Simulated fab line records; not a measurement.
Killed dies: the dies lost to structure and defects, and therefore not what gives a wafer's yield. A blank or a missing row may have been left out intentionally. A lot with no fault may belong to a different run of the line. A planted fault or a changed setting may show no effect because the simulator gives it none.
A lot that was struck, set against a sound lot + flow sky130 + 15 steps out of a route of 708
Sound: the wafers L445.1, L445.2, L445.6. Wafers struck: L448.1, L448.4, L448.6. The cause is given at the end.
Each step with rows lists, per side, the tool, then ch with its chambers, then its first start. Under that, the readings that differ: sound wafers + struck wafers + difference of the means + sigmas: that difference in standard deviations of wafers without a fault.
alike: readings with means less than 2 such deviations apart, plus words and numbers identical on both sides. not compared: withheld readings, readings lacking a value on some wafer, bounds such as >300 that could conceal the same value, and numbers that have no deviation in the record and whose values overlap.
Wherever a step has rows on one side only, a row that says differs or no value, or a row with sigmas, the two part there. Numbers that have no deviation but don't overlap get no sigmas and don't part them. Lack of a reading on every wafer of one side parts them only where that side has two or more wafers.

first, 1 step without rows for these wafers: SKY_CONTACT_ETCH_17 (etches SiO2 in C4F8/O2/Ar, stops on Si3N4, target depth 340 nm).
SKY_CONTACT_ETCH_18: etches Si3N4 in CHF3/O2, stops on TiN, time 39 s, target depth 75 nm.
  sound: rie_diel-04 ch 1,2; struck: rie_diel-02 ch 0,1,2
  alike: drypump_motor_current_A, oes_product_au, throttle_valve_pct
  not compared: rf_hours_counter_h
SKY_CONTACT_STRIP_19: strips in O2/N2.
  sound on plasma_asher-03 ch 0,1, day 31 14:37; struck on plasma_asher-03 ch 1, day 32 15:50
  alike: drypump_motor_current_A, oes_product_au, strip_time_to_endpoint_s
  not compared: rf_hours_counter_h
then, 3 steps without rows for these wafers: SKY_CONTACT_STRIP_20 (strips in post etch residue remover, time 1200 s); SKY_CONTACT_CLEAN_21 (cleans in IPA, time 180 s); SKY_CONTACT_CLEAN_22 (cleans in O3/DIW).
SKY_CONTACT_SPUTTER_23: material TiN, target thk 20 nm, time 80 s.
  sound on pvd_sputter-04, day 31 15:13; struck on pvd_sputter-02, day 32 16:28
  alike: cathode_dc_power_W, throttle_valve_pct
then, 1 step without rows for these wafers: SKY_CONTACT_CVD_24 (deposits W, target thk 340 nm, time 102.12 s).
SKY_CONTACT_RS_MEAS_25: measures by four-point-probe.
  sound on film_metro-04, day 31 15:23; struck on film_metro-03, day 32 16:38
  alike: CONTACT_W_RS
SKY_CONTACT_THK_MEAS_26: measures by xrf.
  sound on film_metro-04, day 31 15:31; struck on film_metro-03, day 32 16:45
  alike: CONTACT_W_THK
SKY_CONTACT_CMP_27: polishes, stops on SiO2, t overpolish 15 s, target thk 0 nm.
  sound on cmp-01 ch 0,3, day 31 15:40; struck on cmp-02 ch 0,1,3, day 32 16:52
  alike: motor_current_A, overpolish_run_s, platen_rpm, time_to_endpoint_s
then, 1 step without rows for these wafers: SKY_METAL1_SPUTTER_00 (material Ti, target thk 15 nm, time 10 s).
SKY_METAL1_SPUTTER_01: material TiN, target thk 20 nm, time 16.7 s.
  sound on pvd_sputter-02, day 31 15:59; struck on pvd_sputter-01, day 32 17:08
| reading                                    | sound                | struck               | difference | sigmas      |
|--------------------------------------------|----------------------|----------------------|------------|-------------|
| cathode_dc_power_W (W)                     | 6499.7 6498.7 6502.1 | 8746.0 8744.9 8746.2 | +2245.5    | +99 or more |
| model.TiN_of_METAL1_SPUTTER_01.thk_nm (nm) | 20.32 20 20.21       | 27.5 27.52 27.44     | +7.3       |             |
  alike: throttle_valve_pct
SKY_METAL1_SPUTTER_02: material AlCu, target thk 250 nm, time 13.3 s.
  sound on pvd_sputter-02, day 31 16:01; struck on pvd_sputter-01, day 32 17:10
  alike: cathode_dc_power_W, throttle_valve_pct
-- the record jumps here: 14 days lie between the struck wafers' starts before and after (it left off in module METAL1 and takes up again in module PAD_OPEN, whose first step shown is number 708 of the route) --
SKY_PAD_OPEN_PROBE_99:
  record: rows for the struck wafers here (prober-02, day 46 16:39), none for the sound ones

## WHERE THEY PART
At SKY_METAL1_SPUTTER_01 first; at SKY_PAD_OPEN_PROBE_99 last (within this record only).

WHY: what had been put in by the simulator
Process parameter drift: pvd_sputter-01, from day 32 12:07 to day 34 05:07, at SKY_METAL1_SPUTTER_01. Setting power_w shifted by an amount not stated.
